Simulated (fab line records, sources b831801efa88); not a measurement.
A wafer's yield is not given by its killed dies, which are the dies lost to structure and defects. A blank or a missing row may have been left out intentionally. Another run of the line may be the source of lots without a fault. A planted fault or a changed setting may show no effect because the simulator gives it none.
Which tool was responsible? | flow gf180mcu | 13 lots with 39 wafers sampled at 6 steps, on a route of 602 steps

WHAT THE GAUGES READ, wafer by wafer
GF_NSD_CD_MEAS_07: target cd 400 nm.
lot  | measured     | on       | cdNm (nm)
L529 | day 13 06:59 | cdSem-01 | 400.8 401.8 400.5
L530 | day 13 19:05 | cdSem-02 | 399.5 400.9 400.8
L532 | day 14 13:57 | cdSem-01 | 398.3 396.8 397.2
L533 | day 15 03:07 | cdSem-02 | 403.6 402.4 402.5
L543 | day 18 10:27 | cdSem-02 | 400.7 398.8 399.7
L544 | day 18 19:32 | cdSem-01 | 399.9 399.2 398.4
L545 | day 18 22:47 | cdSem-02 | 399.3 398.5 400.1
L546 | day 19 05:03 | cdSem-02 | 398.1 397.8 401.6
L547 | day 19 16:58 | cdSem-01 | 399.4 400.9 398.8
L548 | day 20 03:38 | cdSem-01 | 400.2 398.6 400.6
L549 | day 20 08:43 | cdSem-01 | 402.3 401.2 402.6
L550 | day 20 13:26 | cdSem-01 | 401.8 400.4 400.4
L552 | day 21 07:58 | cdSem-02 | 399.2 397.9 398.5

GF_PSD_OVL_MEAS_08.
lot  | measured     | on         | PSD_OVL (nm)
L529 | day 14 03:51 | overlay-01 | 0.0 -1.5 -1.8
L530 | day 14 16:22 | overlay-02 | -0.9 -1.9 -2.1
L532 | day 15 11:48 | overlay-01 | 0.5 -0.9 -0.8
L533 | day 16 01:34 | overlay-01 | -1.1 -0.4 -0.5
L543 | day 19 11:31 | overlay-01 | -1.0 -1.1 0.1
L544 | day 19 20:16 | overlay-02 | 0.0 0.1 -0.5
L545 | day 19 23:45 | overlay-01 | -0.6 -0.5 -1.1
L546 | day 20 06:31 | overlay-01 | -0.7 -3.2 -3.0
L547 | day 20 17:06 | overlay-01 | -2.7 -1.3 -1.1
L548 | day 21 03:37 | overlay-02 | -1.5 1.4 0.0
L549 | day 21 09:25 | overlay-01 | -2.6 -1.9 -1.7
L550 | day 21 13:34 | overlay-01 | -1.4 -0.2 0.8
L552 | day 22 07:49 | overlay-01 | 1.1 0.6 0.4

GF_PSD_RS_MEAS_14: measurement is done with a four-point probe.
lot  | measured     | on           | NSD_RS (ohm/sq)
L529 | day 14 04:20 | filmMetro-03 | 45.99 46.10 46.04
L530 | day 14 16:52 | filmMetro-02 | 46.03 46.25 46.09
L532 | day 15 12:17 | filmMetro-03 | 43.30 43.38 43.40
L533 | day 16 02:03 | filmMetro-02 | 43.44 43.48 43.46
L543 | day 19 12:00 | filmMetro-01 | 46.16 46.10 46.02
L544 | day 19 20:46 | filmMetro-01 | 46.01 46.07 45.98
L545 | day 20 00:14 | filmMetro-02 | 46.14 46.14 46.25
L546 | day 20 07:00 | filmMetro-01 | 46.18 46.06 46.12
L547 | day 20 17:36 | filmMetro-02 | 46.02 46.06 46.04
L548 | day 21 04:16 | filmMetro-01 | 46.15 46.06 46.01
L549 | day 21 09:54 | filmMetro-02 | 46.11 46.08 45.95
L550 | day 21 14:02 | filmMetro-02 | 46.12 46.09 46.00
L552 | day 22 08:19 | filmMetro-03 | 45.98 46.13 46.18

GF_PSD_RS_MEAS_15: measurement is done with a four-point probe.
lot  | measured     | on           | PSD_RS (ohm/sq)
L529 | day 14 04:27 | filmMetro-03 | 108.67 108.64 108.54
L530 | day 14 16:59 | filmMetro-02 | 108.39 108.71 108.28
L532 | day 15 12:24 | filmMetro-03 | 100.80 100.96 101.11
L533 | day 16 02:10 | filmMetro-02 | 100.16 100.25 100.01
L543 | day 19 12:07 | filmMetro-01 | 108.56 108.73 108.40
L544 | day 19 20:53 | filmMetro-01 | 108.18 108.26 108.25
L545 | day 20 00:21 | filmMetro-02 | 108.61 108.94 108.86
L546 | day 20 07:07 | filmMetro-01 | 108.95 108.90 108.33
L547 | day 20 17:43 | filmMetro-02 | 108.62 108.74 108.48
L548 | day 21 04:23 | filmMetro-01 | 108.41 107.95 108.13
L549 | day 21 10:01 | filmMetro-02 | 108.28 108.03 108.04
L550 | day 21 14:09 | filmMetro-02 | 108.54 108.58 108.65
L552 | day 22 08:26 | filmMetro-03 | 108.23 108.24 108.03

EACH LOT AND THE TOOL THAT RAN IT (in order: tool; ch and the chambers of the sampled wafers; start)
lot  | GF_HV_LDD_STRIP_37                  | GF_PSD_RTA_13
L529 | plasmaAsher-03 ch 0,1, day 11 13:30 | rtpAnneal-01 ch 0, day 14 04:15
L530 | plasmaAsher-01 ch 0,1, day 12 00:22 | rtpAnneal-02 ch 0, day 14 16:46
L532 | plasmaAsher-01 ch 0,1, day 12 16:52 | rtpAnneal-02 ch 0, day 15 12:12
L533 | plasmaAsher-04 ch 0,1, day 13 05:13 | rtpAnneal-02 ch 0, day 16 01:58
L543 | plasmaAsher-03 ch 0,1, day 16 08:40 | rtpAnneal-02 ch 0, day 19 11:55
L544 | plasmaAsher-01 ch 0,1, day 16 16:32 | rtpAnneal-02 ch 0, day 19 20:40
L545 | plasmaAsher-01 ch 1, day 16 18:46   | rtpAnneal-02 ch 0, day 20 00:08
L546 | plasmaAsher-04 ch 0,1, day 17 03:08 | rtpAnneal-01 ch 0, day 20 06:55
L547 | plasmaAsher-01 ch 0,1, day 17 14:14 | rtpAnneal-01 ch 0, day 20 17:31
L548 | plasmaAsher-04 ch 0,1, day 17 23:59 | rtpAnneal-02 ch 0, day 21 04:10
L549 | plasmaAsher-01 ch 0,1, day 18 05:29 | rtpAnneal-01 ch 0, day 21 09:49
L550 | plasmaAsher-04 ch 0,1, day 18 09:40 | rtpAnneal-02 ch 0, day 21 13:57
L552 | plasmaAsher-01 ch 0,1, day 19 03:44 | rtpAnneal-01 ch 0, day 22 08:14
- GF_HV_LDD_STRIP_37: strips in O2/N2.
- GF_PSD_RTA_13: time 20 s.

AS READ BY THE TOOLS THEMSELVES (means over the sampled wafers that have a number; for cases with no such wafer, the mark the record gives instead)
GF_HV_LDD_STRIP_37.
lot  | tool           | drypumpMotorCurrentA (A) | heaterPowerW (W) | oesProductAu (a.u.) | stripTimeToEndpointS (s)
L529 | plasmaAsher-03 | 6.2                      | 330              | 0.710               | 12.61
L530 | plasmaAsher-01 | 5.3                      | 320              | 0.716               | 12.60
L532 | plasmaAsher-01 | 5.3                      | 327              | 0.717               | 12.57
L533 | plasmaAsher-04 | 5.2                      | 325              | 0.715               | 12.64
L543 | plasmaAsher-03 | 5.9                      | 336              | 0.717               | 12.63
L544 | plasmaAsher-01 | 5.3                      | 324              | 0.710               | 12.61
L545 | plasmaAsher-01 | 5.4                      | 345              | 0.718               | 12.57
L546 | plasmaAsher-04 | 5.4                      | 326              | 0.711               | 12.60
L547 | plasmaAsher-01 | 5.4                      | 335              | 0.718               | 12.66
L548 | plasmaAsher-04 | 5.2                      | 323              | 0.718               | 12.58
L549 | plasmaAsher-01 | 5.3                      | 332              | 0.718               | 12.61
L550 | plasmaAsher-04 | 5.5                      | 325              | 0.716               | 12.67
L552 | plasmaAsher-01 | 5.3                      | 327              | 0.715               | 12.70

GF_PSD_RTA_13.
lot  | tool         | lampPowerPct (%) | wafer_temp_C_max
L529 | rtpAnneal-01 | 34.0             | 1028.8
L530 | rtpAnneal-02 | 36.3             | 1030.3
L532 | rtpAnneal-02 | 38.2             | 1030.0
L533 | rtpAnneal-02 | 38.2             | 1030.8
L543 | rtpAnneal-02 | 36.4             | 1030.5
L544 | rtpAnneal-02 | 36.5             | 1029.7
L545 | rtpAnneal-02 | 36.4             | 1029.6
L546 | rtpAnneal-01 | 33.9             | 1028.9
L547 | rtpAnneal-01 | 34.0             | 1028.4
L548 | rtpAnneal-02 | 36.4             | 1031.9
L549 | rtpAnneal-01 | 33.9             | 1029.2
L550 | rtpAnneal-02 | 36.4             | 1029.8
L552 | rtpAnneal-01 | 33.9             | 1028.6

THE ANSWER, worked out from the rows above alone
Rule: usual is defined by the lots themselves. Put in order of their means at a reading, lots are off if they are a third of the lots or fewer, leave a main group of 4 or more, and stand apart from it by a gap of 3 or more times the standard deviation of the main group's means; of several such gaps the widest counts. A main group whose means are all the same, to the digits that the tables above print for the reading, isn't used. A lot without any number at a reading at which 4 lots or more have one is off too. Any other lot the step has rows for is counted as sound. After the gauges, taken in route order, come the tools' own readings; for these a lot's mean is taken, as printed above. At the first step where some lot is off, the reading lying furthest off is the one used; lots without a number count as furthest.
Off: L532, L533, at GF_PSD_RS_MEAS_14 (NSD_RS). For the main group the mean is 46.08 ohm/sq and the standard deviation 0.044.
If a tool, at a process step before that reading, ran all the lots that are off and no sound lot after the first of them, it fits. Gauges at GF_PSD_RS_MEAS_14: tried the same way as those tools. None of those tried fits.

WHAT THE SIMULATOR HAD PUT IN
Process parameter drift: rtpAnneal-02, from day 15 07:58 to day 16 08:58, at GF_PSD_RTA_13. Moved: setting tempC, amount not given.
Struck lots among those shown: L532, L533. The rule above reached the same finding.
